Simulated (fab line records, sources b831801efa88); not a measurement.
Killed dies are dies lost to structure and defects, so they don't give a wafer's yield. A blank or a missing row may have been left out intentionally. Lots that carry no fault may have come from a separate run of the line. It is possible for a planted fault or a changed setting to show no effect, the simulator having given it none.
Struck lot and sound lot, side by side + flow sky130 + 43 out of 708 route steps
Sound: wafers L864.1, L864.2, L864.3. Struck: wafers L874.2, L874.4. (L874.3 of the same lot was not struck and is left out.) The cause comes at the end.
Order at every step that has rows: each side's tool, ch and its chambers, its first start. Under that, the readings that differ: sound wafers + struck wafers + difference of the means + sigmas: that difference in standard deviations of wafers without a fault.
alike: readings with means less than 2 such deviations apart, plus words and numbers identical on both sides. not compared: withheld readings, readings lacking a value on some wafer, bounds such as >300 that could conceal the same value, and numbers that have no deviation in the record and whose values overlap.
Wherever a step has rows on one side only, a row that says differs or no value, or a row with sigmas, the two part there. Numbers that don't overlap but have no deviation are shown without sigmas and don't part them. Lack of a reading on every wafer of one side parts them only where that side has two or more wafers.

first, 7 steps without rows for these wafers: SKY_METAL4_HMDS_06 (prime time 60 s); SKY_METAL4_COAT_07 (resist thk 60 nm); SKY_METAL4_COAT_08 (resist thk 1140 nm); SKY_METAL4_SOFTBAKE_09 (time 90 s); SKY_METAL4_EXPOSE_10 (exposes mask MM4, target cd 300 nm); SKY_METAL4_PEB_11; SKY_METAL4_DEVELOP_12 (develop time 60 s).
SKY_METAL4_CD_MEAS_13: the cd target is 300 nm.
  struck on cd-sem-02, day 47 07:29; sound on cd-sem-01, day 44 16:52
| reading    | sound             | struck      | difference | sigmas |
|------------|-------------------|-------------|------------|--------|
| cd-nm (nm) | 303.6 302.9 303.5 | 299.2 300.2 | -3.6       | -2     |
SKY_METAL4_OVL_MEAS_14:
  struck on overlay-01, day 47 07:35; sound on overlay-01, day 44 16:59
  alike: METAL4_OVL
SKY_METAL4_DESCUM_15: chemistry O2, time 8 s.
  sound on rie-metal-02 ch 0,1, day 44 17:01; struck on rie-metal-02 ch 0,1, day 47 07:37
  alike: drypump-motor-current-A, oes-product-au
  not compared: rf-hours-counter-h
then, 2 steps without rows for these wafers: SKY_METAL4_ETCH_16 (etches BARC in N2/H2, stops on SiO2, time 88.2 s, target depth 60 nm); SKY_METAL4_ETCH_17 (etches SiO2 in C4F8/O2/Ar, stops on TiN, time 3.9 s, target depth 15 nm).
SKY_METAL4_METAL_ETCH_18: etches the open film in Cl2/BCl3, stops on SiO2, target depth 845 nm, time 183.1 s.
  sound on rie-metal-04 ch 0,1, day 44 17:10; struck on rie-metal-04 ch 0, day 47 07:46
| reading                | sound                | struck        | difference | sigmas |
|------------------------|----------------------|---------------|------------|--------|
| throttle-valve-pct (%) | 22.253 22.261 22.257 | 22.270 22.282 | +0.019     | +2     |
  alike: drypump-motor-current-A, oes-product-au
  not compared: rf-hours-counter-h
SKY_METAL4_STRIP_19: strips in O2/N2.
  sound on plasma-asher-03 ch 0,1, day 44 17:21; struck on plasma-asher-04 ch 0,1, day 47 07:57
| reading             | sound             | struck      | difference | sigmas |
|---------------------|-------------------|-------------|------------|--------|
| n2-flow-sccm (sccm) | 299.6 298.6 297.4 | 302.0 301.0 | +3.0       | +3     |
  alike: drypump-motor-current-A, oes-product-au, strip-time-to-endpoint-s
  not compared: rf-hours-counter-h
then, 4 steps without rows for these wafers: SKY_METAL4_STRIP_20 (strips in post etch residue remover, time 1200 s); SKY_METAL4_CLEAN_21 (cleans in IPA, time 180 s); SKY_METAL4_CLEAN_22 (cleans in O3/DIW); SKY_VIA4_HDPCVD_00 (deposits SiO2, target thk 1750 nm, time 298 s).
SKY_VIA4_THK_MEAS_01:
  struck on film-metro-01, day 47 08:44; sound on film-metro-03, day 44 18:07
  alike: VIA4_HDPCVD_THK
then, 1 step without rows for these wafers: SKY_VIA4_CMP_02 (polishes SiO2).
SKY_VIA4_BOW_MEAS_03:
  struck on film-metro-03, day 47 09:06; sound on film-metro-02, day 44 18:29
  alike: VIA4_BOW
then, 7 steps without rows for these wafers: SKY_VIA4_DEHYDRATE_04 (time 60 s); SKY_VIA4_HMDS_05 (prime time 60 s); SKY_VIA4_COAT_06 (resist thk 1140 nm); SKY_VIA4_SOFTBAKE_07 (time 60 s); SKY_VIA4_EXPOSE_08 (exposes mask VIM4, target cd 800 nm); SKY_VIA4_PEB_09; SKY_VIA4_DEVELOP_10 (develop time 60 s).
SKY_VIA4_OVL_MEAS_11:
  struck on overlay-02, day 48 04:28; sound on overlay-01, day 45 16:31
| reading       | sound       | struck    | difference | sigmas |
|---------------|-------------|-----------|------------|--------|
| VIA4_OVL (nm) | 0.7 0.6 2.0 | -3.0 -1.6 | -3.4       | -2     |
then, 1 step without rows for these wafers: SKY_VIA4_ETCH_12 (etches SiO2 in C4F8/O2/Ar, stops on TiN, target depth 580 nm).
SKY_VIA4_STRIP_13: strips in O2/N2.
  sound on plasma-asher-03 ch 0,1, day 45 16:37; struck on plasma-asher-03 ch 1, day 48 04:34
  alike: drypump-motor-current-A, n2-flow-sccm, oes-product-au, strip-time-to-endpoint-s
  not compared: rf-hours-counter-h
then, 3 steps without rows for these wafers: SKY_VIA4_STRIP_14 (strips in post etch residue remover, time 1200 s); SKY_VIA4_CLEAN_15 (cleans in IPA, time 180 s); SKY_VIA4_CLEAN_16 (cleans in O3/DIW).
SKY_VIA4_SPUTTER_17: material TiN, target thk 20 nm, time 80 s.
  struck on pvd-sputter-02, day 48 05:11; sound on pvd-sputter-02, day 45 17:13
  alike: throttle-valve-pct
then, 1 step without rows for these wafers: SKY_VIA4_CVD_18 (deposits W, target thk 505 nm, time 152.14 s).
SKY_VIA4_RS_MEAS_19: uses a four-point probe to measure.
  struck on film-metro-03, day 48 05:25; sound on film-metro-03, day 45 17:26
  alike: VIA4_W_RS
SKY_VIA4_THK_MEAS_20: measures by xrf.
  struck on film-metro-03, day 48 05:31; sound on film-metro-03, day 45 17:33
  alike: VIA4_W_THK
then, 1 step without rows for these wafers: SKY_VIA4_CMP_21 (polishes, stops on SiO2, t overpolish 25 s, target thk 0 nm).
SKY_METAL5_SPUTTER_00: material Ti, target thk 15 nm, time 10 s.
  struck on pvd-sputter-03, day 48 06:04; sound on pvd-sputter-03, day 45 17:55
  alike: throttle-valve-pct
then, 2 steps without rows for these wafers: SKY_METAL5_SPUTTER_01 (material TiN, target thk 20 nm, time 16.7 s); SKY_METAL5_SPUTTER_02 (material AlCu, target thk 1150 nm, time 61.2 s).
-- the record jumps here: 2 days lie between the struck wafers' starts before and after (it left off in module METAL5 and takes up again in module PAD_OPEN, whose first step shown is number 708 of the route) --
SKY_PAD_OPEN_PROBE_99:
  struck on prober-01, day 50 14:35; sound on prober-02, day 48 10:58
| reading                               | sound            | struck      | difference | sigmas |
|---------------------------------------|------------------|-------------|------------|--------|
| killed_at_M4_up                       | 3 2 1            | 25 26       | +24        | +15    |
| model.etest.tester.sort-n-pass        | 400 405 420      | 398 395     | -12        |        |
| model.etest.tester.sort-yield-pct (%) | 81.3 82.32 85.37 | 80.89 80.28 | -2.41      |        |
  alike: defect-limited-yield, killed_at_M0_to_M3, killed-at-contacts, killed-at-front-end, killed-at-other, killed-dies, killed-open, killed-short, sort_bin_3_pad_short, sort_bin_5_function, sort_bin_6_memory, sort-n-pass, sort-yield-pct
  not compared: model.etest.tester.sort_bin_5_pct, model.etest.tester.sort_bin_3_pct

WHERE THEY PART
At SKY_METAL4_CD_MEAS_13 first; at SKY_PAD_OPEN_PROBE_99 last (within this record only).

WHY: whatever the simulator had introduced
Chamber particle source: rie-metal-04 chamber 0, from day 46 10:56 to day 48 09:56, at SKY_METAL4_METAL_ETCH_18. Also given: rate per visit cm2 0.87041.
